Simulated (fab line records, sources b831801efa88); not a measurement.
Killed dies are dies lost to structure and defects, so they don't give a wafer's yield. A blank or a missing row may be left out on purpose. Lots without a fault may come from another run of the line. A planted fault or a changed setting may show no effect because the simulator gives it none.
Which tool did it? | flow gf180mcu | 24 lots, 72 wafers sampled, at 6 steps of a route of 602

WHAT THE GAUGES READ, wafer by wafer
GF_V3_THK_MEAS_25: measures by xrf. Usual: V3_W_THK 334 nm, standard deviation 5.3.
lot  | measured     | on            | V3_W_THK (nm) | flag
L074 | day 22 01:14 | film_metro-03 | 340 342 344   |
L075 | day 23 09:15 | film_metro-04 | 334 332 334   |
L076 | day 23 16:33 | film_metro-04 | 332 323 326   |
L077 | day 23 20:01 | film_metro-04 | 328 329 327   |
L078 | day 24 02:28 | film_metro-02 | 336 338 329   |
L079 | day 24 08:00 | film_metro-04 | 331 331 330   |
L080 | day 24 15:19 | film_metro-02 | 337 340 341   |
L081 | day 25 03:14 | film_metro-02 | 333 334 331   |
L083 | day 25 20:41 | film_metro-04 | 335 334 338   |
L082 | day 25 22:06 | film_metro-04 | 323 327 333   |
L084 | day 26 00:01 | film_metro-03 | 345 348 342   |
L085 | day 26 09:13 | film_metro-03 | 338 332 334   |
L086 | day 26 11:00 | film_metro-02 | 340 334 339   |
L087 | day 27 02:44 | film_metro-04 | 326 332 323   |
L088 | day 27 08:28 | film_metro-03 | 330 338 332   |
L089 | day 27 17:10 | film_metro-02 | 334 336 331   |
L090 | day 27 17:17 | film_metro-04 | 330 332 334   |
L091 | day 28 06:49 | film_metro-03 | 335 330 331   |
L092 | day 28 20:13 | film_metro-02 | 341 342 343   |
L093 | day 28 23:49 | film_metro-02 | 340 338 345   |
L094 | day 29 04:46 | film_metro-04 | 332 333 333   |
L095 | day 29 09:31 | film_metro-04 | 335 331 329   |
L096 | day 29 11:43 | film_metro-02 | 340 338 332   |
L097 | day 29 15:37 | film_metro-02 | 329 332 330   |

GF_M4_OVL_MEAS_15. Usual: M4_OVL 1 nm, standard deviation 5.5.
lot  | measured     | on         | M4_OVL (nm) | flag
L074 | day 23 00:43 | overlay-02 | -6 -1 1     |
L075 | day 24 08:08 | overlay-02 | 4 5 -2      |
L076 | day 24 15:08 | overlay-02 | 8 -1 5      |
L077 | day 24 18:40 | overlay-02 | -4 3 2      |
L078 | day 25 00:47 | overlay-02 | -8 1 -5     |
L079 | day 25 06:19 | overlay-02 | 14 6 9      |
L080 | day 25 13:19 | overlay-02 | 12 10 13    |
L081 | day 26 01:32 | overlay-02 | 1 1 -3      |
L083 | day 26 17:49 | overlay-02 | 11 9 12     |
L082 | day 26 19:08 | overlay-02 | 3 1 -1      |
L084 | day 26 21:09 | overlay-02 | 5 6 2       |
L085 | day 27 06:17 | overlay-02 | -4 0 6      |
L086 | day 27 07:50 | overlay-02 | -4 -5 -5    |
L087 | day 27 22:59 | overlay-02 | -6 0 2      |
L088 | day 28 04:44 | overlay-02 | 1 8 -1      |
L089 | day 28 12:46 | overlay-02 | -1 -1 -4    |
L090 | day 28 13:23 | overlay-01 | 4 4 -2      |
L091 | day 29 02:26 | overlay-01 | 0 1 -4      |
L092 | day 29 15:34 | overlay-02 | 4 -2 -5     |
L093 | day 29 19:13 | overlay-02 | 15 14 10    |
L094 | day 30 00:23 | overlay-02 | -6 4 6      |
L095 | day 30 05:13 | overlay-01 | -7 -11 -11  |
L096 | day 30 07:11 | overlay-02 | -7 -5 3     |
L097 | day 30 11:01 | overlay-02 | -3 -3 2     |

GF_V4_CD_MEAS_14: target cd 260 nm. Usual: cd_nm 260.2 nm, standard deviation 1.2.
lot  | measured     | on        | cd_nm (nm)        | flag
L074 | day 24 00:56 | cd_sem-02 | 260.4 260.9 260.9 |
L075 | day 25 07:19 | cd_sem-01 | 258.7 258.6 258.7 |
L076 | day 25 14:35 | cd_sem-01 | 262.3 261.0 263.4 |
L077 | day 25 17:44 | cd_sem-01 | 259.4 259.0 259.8 |
L078 | day 26 00:25 | cd_sem-02 | 260.8 260.9 261.7 |
L079 | day 26 04:35 | cd_sem-01 | 261.7 260.5 258.9 |
L080 | day 26 11:31 | cd_sem-02 | 260.9 260.2 261.2 |
L081 | day 26 23:32 | cd_sem-02 | 261.3 260.5 262.2 |
L083 | day 27 15:10 | cd_sem-01 | 260.4 259.9 260.8 |
L082 | day 27 16:14 | cd_sem-02 | 259.3 259.0 259.9 |
L084 | day 27 18:31 | cd_sem-02 | 261.4 261.8 262.8 |
L085 | day 28 03:50 | cd_sem-01 | 261.4 260.6 260.3 |
L086 | day 28 04:58 | cd_sem-02 | 259.9 258.3 259.5 |
L087 | day 28 19:49 | cd_sem-02 | 260.8 260.4 260.0 |
L088 | day 29 01:34 | cd_sem-01 | 258.6 259.6 260.6 |
L089 | day 29 08:45 | cd_sem-01 | 259.9 260.3 261.8 |
L090 | day 29 09:34 | cd_sem-02 | 261.0 260.9 260.5 |
L091 | day 29 22:41 | cd_sem-02 | 260.0 259.6 259.8 |
L092 | day 30 11:47 | cd_sem-02 | 260.7 259.3 260.5 |
L093 | day 30 15:17 | cd_sem-02 | 260.6 259.3 259.9 |
L094 | day 30 19:44 | cd_sem-01 | 257.0 258.3 256.9 |
L095 | day 31 00:46 | cd_sem-01 | 260.7 259.5 261.0 |
L096 | day 31 02:26 | cd_sem-02 | 258.3 259.2 258.3 |
L097 | day 31 06:13 | cd_sem-02 | 260.3 259.3 258.3 |

GF_M5_OVL_MEAS_08. Usual: M5_OVL 0 nm, standard deviation 5.5.
lot  | measured     | on         | M5_OVL (nm) | flag
L074 | day 25 22:48 | overlay-02 | -2 5 -1     |
L075 | day 27 02:53 | overlay-02 | 4 5 5       |
L076 | day 27 10:07 | overlay-02 | 2 9 9       |
L077 | day 27 12:49 | overlay-02 | 6 5 0       |
L078 | day 27 19:31 | overlay-01 | 12 15 8     |
L079 | day 28 00:25 | overlay-01 | -7 -10 -11  |
L080 | day 28 06:07 | overlay-02 | -1 2 3      |
L081 | day 28 17:44 | overlay-02 | 5 7 6       |
L083 | day 29 06:44 | overlay-02 | 4 -6 -8     |
L082 | day 29 09:04 | overlay-02 | -4 -3 -9    |
L084 | day 29 11:32 | overlay-02 | 3 9 1       |
L085 | day 29 20:34 | overlay-01 | -4 -6 -9    |
L086 | day 29 20:55 | overlay-01 | 0 6 4       |
L087 | day 30 11:58 | overlay-02 | -5 4 5      |
L088 | day 30 16:28 | overlay-01 | -3 -1 -1    |
L089 | day 31 01:02 | overlay-01 | -1 -1 -1    |
L090 | day 31 01:14 | overlay-01 | -3 -4 -3    |
L091 | day 31 13:25 | overlay-02 | 5 4 9       |
L092 | day 32 00:49 | overlay-01 | -6 -1 1     |
L093 | day 32 03:59 | overlay-01 | 0 1 -1      |
L094 | day 32 07:44 | overlay-02 | -6 -5 9     |
L095 | day 32 14:13 | overlay-02 | -4 -1 1     |
L096 | day 32 14:56 | overlay-01 | -4 1 4      |
L097 | day 32 17:37 | overlay-01 | -9 -7 -1    |

GF_V5_THK_MEAS_01. Usual: V5_CVD_00_THK 299 nm, standard deviation 3.1.
lot  | measured     | on            | V5_CVD_00_THK (nm) | flag
L074 | day 25 23:36 | film_metro-04 | 302 298 302        |
L075 | day 27 03:40 | film_metro-04 | 298 297 300        |
L076 | day 27 10:53 | film_metro-04 | 301 304 299        |
L077 | day 27 13:38 | film_metro-04 | 301 302 302        |
L078 | day 27 20:17 | film_metro-02 | 299 300 300        |
L079 | day 28 01:10 | film_metro-04 | 300 298 298        |
L080 | day 28 06:59 | film_metro-02 | 299 300 299        |
L081 | day 28 18:31 | film_metro-04 | 297 299 301        |
L083 | day 29 07:29 | film_metro-02 | 295 297 298        |
L082 | day 29 09:49 | film_metro-04 | 302 297 303        |
L084 | day 29 12:18 | film_metro-04 | 295 301 303        |
L085 | day 29 21:19 | film_metro-02 | 295 301 301        |
L086 | day 29 21:41 | film_metro-02 | 298 294 297        |
L087 | day 30 12:47 | film_metro-04 | 303 299 301        |
L088 | day 30 17:18 | film_metro-02 | 298 299 299        |
L089 | day 31 01:49 | film_metro-03 | 301 298 293        |
L090 | day 31 02:02 | film_metro-04 | 300 302 298        |
L091 | day 31 14:10 | film_metro-04 | 301 299 301        |
L092 | day 32 01:41 | film_metro-04 | 300 301 302        |
L093 | day 32 04:50 | film_metro-02 | 299 301 301        |
L094 | day 32 08:37 | film_metro-02 | 291 295 290        |
L095 | day 32 14:58 | film_metro-04 | 293 304 300        |
L096 | day 32 15:47 | film_metro-02 | 302 299 297        |
L097 | day 32 18:22 | film_metro-04 | 301 304 299        |

WHICH TOOL RAN EACH LOT (tool, then ch and the chambers of the sampled wafers, then the start)
lot  | GF_M2_SPUTTER_02
L074 | pvd_sputter-01, day 17 18:43
L075 | pvd_sputter-03, day 19 04:49
L076 | pvd_sputter-03, day 19 12:14
L077 | pvd_sputter-03, day 19 15:48
L078 | pvd_sputter-01, day 19 22:20
L079 | pvd_sputter-02, day 20 06:14
L080 | pvd_sputter-02, day 20 13:12
L081 | pvd_sputter-02, day 21 02:01
L083 | pvd_sputter-01, day 21 20:42
L082 | pvd_sputter-03, day 21 22:38
L084 | pvd_sputter-01, day 22 00:59
L085 | pvd_sputter-01, day 22 11:26
L086 | pvd_sputter-03, day 22 14:45
L087 | pvd_sputter-02, day 23 08:37
L088 | pvd_sputter-03, day 23 14:12
L089 | pvd_sputter-02, day 23 21:29
L090 | pvd_sputter-01, day 24 00:17
L091 | pvd_sputter-01, day 24 14:44
L092 | pvd_sputter-03, day 25 05:06
L093 | pvd_sputter-02, day 25 10:28
L094 | pvd_sputter-03, day 25 15:13
L095 | pvd_sputter-02, day 25 20:11
L096 | pvd_sputter-01, day 25 23:13
L097 | pvd_sputter-02, day 26 03:21
- GF_M2_SPUTTER_02: material AlCu, target thk 450 nm, time 23.9 s.

WHAT THE TOOLS THEMSELVES READ (means of the sampled wafers that have a number; where no wafer has one, the mark that the record gives instead)
GF_M2_SPUTTER_02. Usual: throttle_valve_pct 30.1 %, standard deviation 0.81.
lot  | tool           | throttle_valve_pct (%) | flag
L074 | pvd_sputter-01 | 30.3                   |
L075 | pvd_sputter-03 | 29.4                   |
L076 | pvd_sputter-03 | 29.7                   |
L077 | pvd_sputter-03 | 30.1                   |
L078 | pvd_sputter-01 | 30.3                   |
L079 | pvd_sputter-02 | 29.7                   |
L080 | pvd_sputter-02 | 30.3                   |
L081 | pvd_sputter-02 | 30.7                   |
L083 | pvd_sputter-01 | 30.2                   |
L082 | pvd_sputter-03 | 29.9                   |
L084 | pvd_sputter-01 | 30.3                   |
L085 | pvd_sputter-01 | 30.5                   |
L086 | pvd_sputter-03 | 30.3                   |
L087 | pvd_sputter-02 | 31.2                   |
L088 | pvd_sputter-03 | 29.9                   |
L089 | pvd_sputter-02 | 30.4                   |
L090 | pvd_sputter-01 | 30.2                   |
L091 | pvd_sputter-01 | 30.1                   |
L092 | pvd_sputter-03 | 30.3                   |
L093 | pvd_sputter-02 | 30.7                   |
L094 | pvd_sputter-03 | 29.4                   |
L095 | pvd_sputter-02 | 29.8                   |
L096 | pvd_sputter-01 | 30.1                   |
L097 | pvd_sputter-02 | 30.7                   |

THE ANSWER, worked out from the rows above alone
Rule: a lot is off if the mean of its wafers that have a number lies more than 3 standard deviations from the usual mean. A lot without any number at a reading at which 4 lots or more have one is off too. The other lots that the step has rows for count as sound. The gauges are gone through in route order, then the tools' own readings, and for those a lot's mean is taken as printed above. The first step at which some lot is off is used, and at that step the reading that is off furthest; a lot without a number counts as furthest.
No lot is off at any reading shown: from this, nothing can be told.

WHAT THE SIMULATOR HAD PUT IN
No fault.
